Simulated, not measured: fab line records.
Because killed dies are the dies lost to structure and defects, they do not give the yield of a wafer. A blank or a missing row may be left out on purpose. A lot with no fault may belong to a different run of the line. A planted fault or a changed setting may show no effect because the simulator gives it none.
The tool behind it: which one?	flow sky130	13 lots with 39 wafers sampled at 5 steps, on a route of 708 steps

## WHAT EACH GAUGE READ, for each wafer
SKY_VT_ADJUST_HVTP_CD_MEAS_07: target cd 380 nm.
lot	measured	on	cd_nm (nm)
L140	day 6 18:38	cd_sem-02	381.0 381.1 382.5
L141	day 7 00:23	cd_sem-02	381.3 380.3 380.3
L142	day 7 01:29	cd_sem-02	380.6 379.6 378.4
L143	day 7 05:23	cd_sem-01	378.7 380.7 380.9
L144	day 7 19:08	cd_sem-02	381.8 383.7 383.4
L145	day 8 02:33	cd_sem-02	395.5 392.6 393.8 395.7 392.4 393.5
L146	day 8 03:12	cd_sem-02	391.6 391.4 390.7 391.8 391.4 390.5
L154	day 10 13:04	cd_sem-01	378.4 381.0 380.9
L155	day 10 15:14	cd_sem-02	378.6 379.0 378.4
L157	day 11 12:56	cd_sem-01	382.4 384.3 382.4
L159	day 11 13:50	cd_sem-02	381.1 380.7 382.0
L158	day 11 22:35	cd_sem-01	376.9 380.7 378.0
L161	day 12 08:28	cd_sem-02	379.4 376.7 379.4

SKY_VT_ADJUST_NCORE_TW_MEAS_11.
lot	measured	on	VT_ADJUST_NCORE_TW
L140	day 9 09:08	film_metro-03	221.5 220.9 220.5
L141	day 9 14:01	film_metro-04	217.7 216.5 217.6
L142	day 9 14:26	film_metro-02	213.7 215.0 215.5
L143	day 9 19:56	film_metro-04	218.2 216.9 218.5
L144	day 10 11:16	film_metro-04	216.2 216.0 216.4
L145	day 10 20:02	film_metro-03	223.0 221.7 220.5
L146	day 10 20:38	film_metro-03	222.3 221.2 222.1
L154	day 13 13:14	film_metro-04	217.0 217.2 217.8
L155	day 13 17:32	film_metro-04	218.1 217.1 216.7
L157	day 14 16:05	film_metro-03	221.0 221.3 220.3
L159	day 14 17:35	film_metro-02	216.2 216.9 216.3
L158	day 15 04:13	film_metro-03	222.1 222.4 222.3
L161	day 15 15:10	film_metro-04	218.1 218.0 217.8

SKY_VT_ADJUST_HVTR_TW_MEAS_11.
lot	measured	on	VT_ADJUST_HVTR_TW
L140	day 10 07:08	film_metro-02	206.7 208.2 207.8
L141	day 10 11:47	film_metro-02	206.7 206.5 206.0
L142	day 10 12:13	film_metro-01	208.3 209.1 209.3
L143	day 10 18:29	film_metro-04	209.1 208.5 209.0
L144	day 11 10:08	film_metro-02	206.9 208.1 207.4
L145	day 11 19:26	film_metro-04	208.6 209.2 206.8
L146	day 11 19:58	film_metro-02	207.0 206.5 207.4
L154	day 14 15:19	film_metro-01	209.7 210.0 208.5
L155	day 14 20:14	film_metro-02	209.1 209.1 208.4
L157	day 15 20:17	film_metro-04	211.3 209.9 209.5
L159	day 15 20:40	film_metro-04	209.0 210.0 210.1
L158	day 16 07:26	film_metro-01	209.6 208.8 210.1
L161	day 16 18:58	film_metro-04	209.4 210.2 208.3

## WHICH TOOL RAN EACH LOT (tool, then ch and the chambers of the sampled wafers, then the start)
lot	SKY_VT_ADJUST_HVTP_DEVELOP_06	SKY_VT_ADJUST_NCORE_STRIP_10
L140	litho_track-01 ch 0, day 6 18:29	plasma_asher-01 ch 0,1, day 9 09:02
L141	litho_track-03 ch 0, day 7 00:09	plasma_asher-04 ch 0,1, day 9 13:55
L142	litho_track-03 ch 0, day 7 01:20	plasma_asher-04 ch 0,1, day 9 14:20
L143	litho_track-03 ch 0, day 7 05:14	plasma_asher-04 ch 0,1, day 9 19:50
L144	litho_track-01 ch 0, day 7 18:59	plasma_asher-03 ch 0,1, day 10 11:10
L145	litho_track-03 ch 0, day 8 02:24	plasma_asher-01 ch 0,1, day 10 19:56
L146	litho_track-03 ch 0, day 8 03:03	plasma_asher-03 ch 0,1, day 10 20:32
L154	litho_track-04 ch 0, day 10 12:55	plasma_asher-04 ch 0,1, day 13 13:08
L155	litho_track-01 ch 0, day 10 15:05	plasma_asher-03 ch 0,1, day 13 17:26
L157	litho_track-03 ch 0, day 11 12:47	plasma_asher-01 ch 0,1, day 14 15:59
L159	litho_track-03 ch 0, day 11 13:41	plasma_asher-01 ch 1, day 14 17:29
L158	litho_track-03 ch 0, day 11 22:26	plasma_asher-01 ch 1, day 15 04:07
L161	litho_track-01 ch 0, day 12 08:19	plasma_asher-04 ch 0,1, day 15 15:04
- SKY_VT_ADJUST_HVTP_DEVELOP_06: develop time 60 s.
- SKY_VT_ADJUST_NCORE_STRIP_10: strips in O2/N2.

## WHAT THE TOOLS THEMSELVES READ (means of the sampled wafers that have a number; where no wafer has one, the mark that the record gives instead)
SKY_VT_ADJUST_NCORE_STRIP_10.
lot	tool	drypump_motor_current_A (A)	oes_product_au (a.u.)	strip_time_to_endpoint_s (s)
L140	plasma_asher-01	6.0	0.719	14.18
L141	plasma_asher-04	5.6	0.715	14.19
L142	plasma_asher-04	5.3	0.713	14.19
L143	plasma_asher-04	5.3	0.713	14.19
L144	plasma_asher-03	5.9	0.714	14.20
L145	plasma_asher-01	5.6	0.719	14.17
L146	plasma_asher-03	5.9	0.718	14.18
L154	plasma_asher-04	5.3	0.715	14.15
L155	plasma_asher-03	6.2	0.715	14.17
L157	plasma_asher-01	6.0	0.721	14.15
L159	plasma_asher-01	6.3	0.720	14.21
L158	plasma_asher-01	6.3	0.712	14.21
L161	plasma_asher-04	5.6	0.712	14.18

## THE ANSWER, worked out from the rows above alone
Rule: the usual values come from the lots themselves. The widest of any qualifying gaps counts: lots, ordered by their means at a reading, are off when they make up no more than a third of the lots, leave a main group of 4 or more, and stand apart from it by 3 or more times the standard deviation of that group's means. If all means in a main group match to the digits the tables above print for the reading, that group is not used. A lot without any number at a reading at which 4 lots or more have one is off too. Where the step has rows for the other lots, those lots are counted as sound. First the gauges in route order, then the tools' own readings, where a lot's mean is used as printed above. At the first step where some lot is off, the reading lying furthest off is the one used; lots without a number count as furthest.
Off, at SKY_VT_ADJUST_HVTP_CD_MEAS_07 on cd_nm: L145, L146. The main group: mean 380.4 nm, standard deviation 1.6.
A tool fits if, at a process step before that reading, it ran every lot that is off, and no sound lot after the first of them. Those tools and the gauges at SKY_VT_ADJUST_HVTP_CD_MEAS_07 are tried in the same way. None of those tried fits.

## WHAT THE SIMULATOR PUT IN
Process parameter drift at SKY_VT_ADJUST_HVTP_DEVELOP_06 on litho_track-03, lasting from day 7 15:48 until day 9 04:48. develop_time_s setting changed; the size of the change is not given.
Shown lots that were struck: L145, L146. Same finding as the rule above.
